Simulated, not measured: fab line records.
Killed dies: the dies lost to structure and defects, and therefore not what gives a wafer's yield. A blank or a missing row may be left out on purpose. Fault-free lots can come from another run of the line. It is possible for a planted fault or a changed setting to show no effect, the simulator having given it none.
Which tool is to blame? :: flow gf180mcu :: Sampling: 11 lots, 33 wafers, 5 of 602 route steps

## WHAT EACH GAUGE READ, for each wafer
GF_V2_THK_MEAS_03.
lot: L264
measured: day 19 07:11
on: film_metro-01
V2_CVD_02_THK (nm): 842 837 849

lot: L268
measured: day 20 17:55
on: film_metro-04
V2_CVD_02_THK (nm): 847 852 851

lot: L269
measured: day 21 04:02
on: film_metro-04
V2_CVD_02_THK (nm): 837 848 861

lot: L271
measured: day 21 21:25
on: film_metro-04
V2_CVD_02_THK (nm): 840 841 845

lot: L273
measured: day 22 20:37
on: film_metro-01
V2_CVD_02_THK (nm): 844 834 850

lot: L274
measured: day 23 02:21
on: film_metro-01
V2_CVD_02_THK (nm): 849 848 845

lot: L276
measured: day 23 18:31
on: film_metro-04
V2_CVD_02_THK (nm): 853 870 859

lot: L277
measured: day 23 22:13
on: film_metro-01
V2_CVD_02_THK (nm): 838 867 865

lot: L278
measured: day 24 11:35
on: film_metro-04
V2_CVD_02_THK (nm): 857 862 853

lot: L279
measured: day 24 16:17
on: film_metro-03
V2_CVD_02_THK (nm): 857 863 859

lot: L280
measured: day 25 04:37
on: film_metro-04
V2_CVD_02_THK (nm): 855 854 870

GF_V3_CD_MEAS_14 targets a cd of 260 nm.
lot: L264
measured: day 22 11:26
on: cd_sem-02
cd_nm (nm): 256.2 256.5 256.8

lot: L268
measured: day 23 19:57
on: cd_sem-02
cd_nm (nm): 262.0 260.5 262.0

lot: L269
measured: day 24 04:00
on: cd_sem-02
cd_nm (nm): 258.6 258.9 258.2

lot: L271
measured: day 24 22:19
on: cd_sem-01
cd_nm (nm): 259.3 259.1 258.7

lot: L273
measured: day 25 20:44
on: cd_sem-02
cd_nm (nm): 258.3 258.4 258.9

lot: L274
measured: day 26 00:23
on: cd_sem-02
cd_nm (nm): 260.6 260.1 261.3

lot: L276
measured: day 26 15:42
on: cd_sem-02
cd_nm (nm): 259.9 261.1 261.5

lot: L277
measured: day 26 19:35
on: cd_sem-02
cd_nm (nm): 259.8 260.4 260.4

lot: L278
measured: day 27 05:00
on: cd_sem-02
cd_nm (nm): 260.8 259.9 260.0

lot: L279
measured: day 27 10:17
on: cd_sem-02
cd_nm (nm): 261.3 261.8 261.5

lot: L280
measured: day 27 22:41
on: cd_sem-01
cd_nm (nm): 261.3 262.1 261.2

## WHICH TOOL RAN EACH LOT (tool, then ch and the chambers of the sampled wafers, then the start)
lot: L264
GF_M3_METAL_ETCH_16: rie_metal-04 ch 0,1, day 21 09:35
GF_M3_STRIP_17: plasma_asher-03 ch 0,1, day 21 09:44
GF_V3_CVD_02: pecvd-04 ch 0,2, day 21 10:24

lot: L268
GF_M3_METAL_ETCH_16: rie_metal-01 ch 0,1, day 22 20:29
GF_M3_STRIP_17: plasma_asher-02 ch 0,1, day 22 20:36
GF_V3_CVD_02: pecvd-04 ch 0,1, day 22 21:16

lot: L269
GF_M3_METAL_ETCH_16: rie_metal-02 ch 0,1, day 23 04:26
GF_M3_STRIP_17: plasma_asher-02 ch 0,1, day 23 04:32
GF_V3_CVD_02: pecvd-03 ch 0,2, day 23 05:13

lot: L271
GF_M3_METAL_ETCH_16: rie_metal-02 ch 0,1, day 23 22:08
GF_M3_STRIP_17: plasma_asher-03 ch 0,1, day 23 22:14
GF_V3_CVD_02: pecvd-04 ch 0,1, day 23 22:57

lot: L273
GF_M3_METAL_ETCH_16: rie_metal-01 ch 0,1, day 24 19:58
GF_M3_STRIP_17: plasma_asher-02 ch 0, day 24 20:04
GF_V3_CVD_02: pecvd-02 ch 1,2, day 24 20:46

lot: L274
GF_M3_METAL_ETCH_16: rie_metal-04 ch 0, day 25 01:19
GF_M3_STRIP_17: plasma_asher-01 ch 0,1, day 25 01:26
GF_V3_CVD_02: pecvd-04 ch 0,2, day 25 02:06

lot: L276
GF_M3_METAL_ETCH_16: rie_metal-02 ch 0,1, day 25 17:11
GF_M3_STRIP_17: plasma_asher-03 ch 0,1, day 25 17:17
GF_V3_CVD_02: pecvd-04 ch 1,2, day 25 18:00

lot: L277
GF_M3_METAL_ETCH_16: rie_metal-02 ch 0,1, day 25 21:49
GF_M3_STRIP_17: plasma_asher-03 ch 0,1, day 25 21:55
GF_V3_CVD_02: pecvd-04 ch 0,1,2, day 25 22:41

lot: L278
GF_M3_METAL_ETCH_16: rie_metal-01 ch 0,1, day 26 07:26
GF_M3_STRIP_17: plasma_asher-02 ch 0,1, day 26 07:32
GF_V3_CVD_02: pecvd-04 ch 0,1, day 26 08:13

lot: L279
GF_M3_METAL_ETCH_16: rie_metal-02 ch 0,1, day 26 12:28
GF_M3_STRIP_17: plasma_asher-03 ch 0,1, day 26 12:35
GF_V3_CVD_02: pecvd-02 ch 0,1,2, day 26 13:19

lot: L280
GF_M3_METAL_ETCH_16: rie_metal-02 ch 0,1, day 27 01:37
GF_M3_STRIP_17: plasma_asher-03 ch 0,1, day 27 01:44
GF_V3_CVD_02: pecvd-04 ch 1, day 27 02:23
- GF_M3_METAL_ETCH_16: etches the open film in Cl2/BCl3, stops on SiO2, target depth 627.5 nm, time 104.6 s.
- GF_M3_STRIP_17: strips in O2/N2.
- GF_V3_CVD_02: deposits SiO2 from TEOS, target thk 850 nm, time 94.851 s.

## AS READ BY THE TOOLS THEMSELVES (means over the sampled wafers that have a number; for cases with no such wafer, the mark the record gives instead)
GF_M3_METAL_ETCH_16.
lot: L264
tool: rie_metal-04
chamber_pressure_mTorr (mTorr): 8.002
drypump_motor_current_A (A): 5.93
oes_product_au (a.u.): 0.970
rf_fwd_power_W (W): 794.1
throttle_valve_pct (%): 28.248

lot: L268
tool: rie_metal-01
chamber_pressure_mTorr (mTorr): 7.999
drypump_motor_current_A (A): 5.86
oes_product_au (a.u.): 0.966
rf_fwd_power_W (W): 796.5
throttle_valve_pct (%): 28.251

lot: L269
tool: rie_metal-02
chamber_pressure_mTorr (mTorr): 8.005
drypump_motor_current_A (A): 5.90
oes_product_au (a.u.): 0.976
rf_fwd_power_W (W): 796.5
throttle_valve_pct (%): 28.237

lot: L271
tool: rie_metal-02
chamber_pressure_mTorr (mTorr): 8.000
drypump_motor_current_A (A): 5.91
oes_product_au (a.u.): 0.964
rf_fwd_power_W (W): 797.4
throttle_valve_pct (%): 28.259

lot: L273
tool: rie_metal-01
chamber_pressure_mTorr (mTorr): 7.997
drypump_motor_current_A (A): 5.87
oes_product_au (a.u.): 0.981
rf_fwd_power_W (W): 797.9
throttle_valve_pct (%): 28.245

lot: L274
tool: rie_metal-04
chamber_pressure_mTorr (mTorr): 7.999
drypump_motor_current_A (A): 5.91
oes_product_au (a.u.): 0.975
rf_fwd_power_W (W): 797.0
throttle_valve_pct (%): 28.253

lot: L276
tool: rie_metal-02
chamber_pressure_mTorr (mTorr): 8.008
drypump_motor_current_A (A): 5.91
oes_product_au (a.u.): 0.975
rf_fwd_power_W (W): 795.7
throttle_valve_pct (%): 28.240

lot: L277
tool: rie_metal-02
chamber_pressure_mTorr (mTorr): 7.988
drypump_motor_current_A (A): 5.90
oes_product_au (a.u.): 0.980
rf_fwd_power_W (W): 796.6
throttle_valve_pct (%): 28.236

lot: L278
tool: rie_metal-01
chamber_pressure_mTorr (mTorr): 8.008
drypump_motor_current_A (A): 6.19
oes_product_au (a.u.): 0.978
rf_fwd_power_W (W): 793.9
throttle_valve_pct (%): 28.249

lot: L279
tool: rie_metal-02
chamber_pressure_mTorr (mTorr): 7.999
drypump_motor_current_A (A): 5.90
oes_product_au (a.u.): 0.969
rf_fwd_power_W (W): 882.7
throttle_valve_pct (%): 28.256

lot: L280
tool: rie_metal-02
chamber_pressure_mTorr (mTorr): 7.997
drypump_motor_current_A (A): 5.77
oes_product_au (a.u.): 0.984
rf_fwd_power_W (W): 843.0
throttle_valve_pct (%): 28.244

GF_M3_STRIP_17.
lot: L264
tool: plasma_asher-03
chamber_pressure_mTorr (mTorr): 1500.5
drypump_motor_current_A (A): 5.9
heater_power_w (W): 352
oes_product_au (a.u.): 0.556
strip_time_to_endpoint_s (s): 7.93

lot: L268
tool: plasma_asher-02
chamber_pressure_mTorr (mTorr): 1498.7
drypump_motor_current_A (A): 6.1
heater_power_w (W): 333
oes_product_au (a.u.): 0.551
strip_time_to_endpoint_s (s): 7.81

lot: L269
tool: plasma_asher-02
chamber_pressure_mTorr (mTorr): 1499.4
drypump_motor_current_A (A): 6.0
heater_power_w (W): 331
oes_product_au (a.u.): 0.559
strip_time_to_endpoint_s (s): 7.88

lot: L271
tool: plasma_asher-03
chamber_pressure_mTorr (mTorr): 1499.7
drypump_motor_current_A (A): 5.7
heater_power_w (W): 333
oes_product_au (a.u.): 0.561
strip_time_to_endpoint_s (s): 7.87

lot: L273
tool: plasma_asher-02
chamber_pressure_mTorr (mTorr): 1499.4
drypump_motor_current_A (A): 5.8
heater_power_w (W): 326
oes_product_au (a.u.): 0.552
strip_time_to_endpoint_s (s): 7.82

lot: L274
tool: plasma_asher-01
chamber_pressure_mTorr (mTorr): 1501.3
drypump_motor_current_A (A): 5.7
heater_power_w (W): 313
oes_product_au (a.u.): 0.565
strip_time_to_endpoint_s (s): 7.91

lot: L276
tool: plasma_asher-03
chamber_pressure_mTorr (mTorr): 1500.2
drypump_motor_current_A (A): 5.7
heater_power_w (W): 338
oes_product_au (a.u.): 0.562
strip_time_to_endpoint_s (s): 7.82

lot: L277
tool: plasma_asher-03
chamber_pressure_mTorr (mTorr): 1498.8
drypump_motor_current_A (A): 5.7
heater_power_w (W): 336
oes_product_au (a.u.): 0.559
strip_time_to_endpoint_s (s): 7.82

lot: L278
tool: plasma_asher-02
chamber_pressure_mTorr (mTorr): 1499.5
drypump_motor_current_A (A): 6.0
heater_power_w (W): 329
oes_product_au (a.u.): 0.558
strip_time_to_endpoint_s (s): 7.83

lot: L279
tool: plasma_asher-03
chamber_pressure_mTorr (mTorr): 1498.5
drypump_motor_current_A (A): 5.9
heater_power_w (W): 354
oes_product_au (a.u.): 0.547
strip_time_to_endpoint_s (s): 7.56

lot: L280
tool: plasma_asher-03
chamber_pressure_mTorr (mTorr): 1499.1
drypump_motor_current_A (A): 5.9
heater_power_w (W): 358
oes_product_au (a.u.): 0.554
strip_time_to_endpoint_s (s): 7.71

GF_V3_CVD_02.
lot: L264
tool: pecvd-04
heater_power_w (W): 699
susceptor_temp_C (C): 399.81

lot: L268
tool: pecvd-04
heater_power_w (W): 594
susceptor_temp_C (C): 400.26

lot: L269
tool: pecvd-03
heater_power_w (W): 771
susceptor_temp_C (C): 399.78

lot: L271
tool: pecvd-04
heater_power_w (W): 533
susceptor_temp_C (C): 400.13

lot: L273
tool: pecvd-02
heater_power_w (W): 693
susceptor_temp_C (C): 399.98

lot: L274
tool: pecvd-04
heater_power_w (W): 628
susceptor_temp_C (C): 399.91

lot: L276
tool: pecvd-04
heater_power_w (W): 554
susceptor_temp_C (C): 400.02

lot: L277
tool: pecvd-04
heater_power_w (W): 596
susceptor_temp_C (C): 400.22

lot: L278
tool: pecvd-04
heater_power_w (W): 575
susceptor_temp_C (C): 400.09

lot: L279
tool: pecvd-02
heater_power_w (W): 703
susceptor_temp_C (C): 400.06

lot: L280
tool: pecvd-04
heater_power_w (W): 464
susceptor_temp_C (C): 400.09

## THE ANSWER, worked out from the rows above alone
Rule: the lots themselves supply what counts as usual. Put in order of their means at a reading, lots are off if they are a third of the lots or fewer, leave a main group of 4 or more, and stand apart from it by a gap of 3 or more times the standard deviation of the main group's means; of several such gaps the widest counts. A main group whose means are all the same, to the digits that the tables above print for the reading, isn't used. Also off: a lot with no number at a reading for which 4 or more lots have one. All remaining lots with rows at the step are treated as sound. The gauges are gone through in route order, then the tools' own readings, and for those a lot's mean is taken as printed above. At the first step where some lot is off, the reading lying furthest off is the one used; lots without a number count as furthest.
Off: L279, L280 (GF_M3_METAL_ETCH_16, rf_fwd_power_W). The main group: mean 796.2 W, standard deviation 1.3.
A tool fits if, at that step or a process step before it, it ran every lot that is off, and no sound lot after the first of them. One candidate fits, namely rie_metal-02 at GF_M3_METAL_ETCH_16. Its last sound lot is L277 (day 25 21:49), its first lot that is off L279 (day 26 12:28): a fault that began between those two fits.
The tool's own readings at GF_M3_METAL_ETCH_16 bear it out: on the lots that are off they differ by more than 5 times the standard deviation of the sound lots' means. rf_fwd_power_W reads 862.9 W there against 796.2 W on the sound lots.

## WHAT HAD BEEN PUT IN BY THE SIMULATOR
rie_metal-02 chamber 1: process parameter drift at GF_M3_METAL_ETCH_16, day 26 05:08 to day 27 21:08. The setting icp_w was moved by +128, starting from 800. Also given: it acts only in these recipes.
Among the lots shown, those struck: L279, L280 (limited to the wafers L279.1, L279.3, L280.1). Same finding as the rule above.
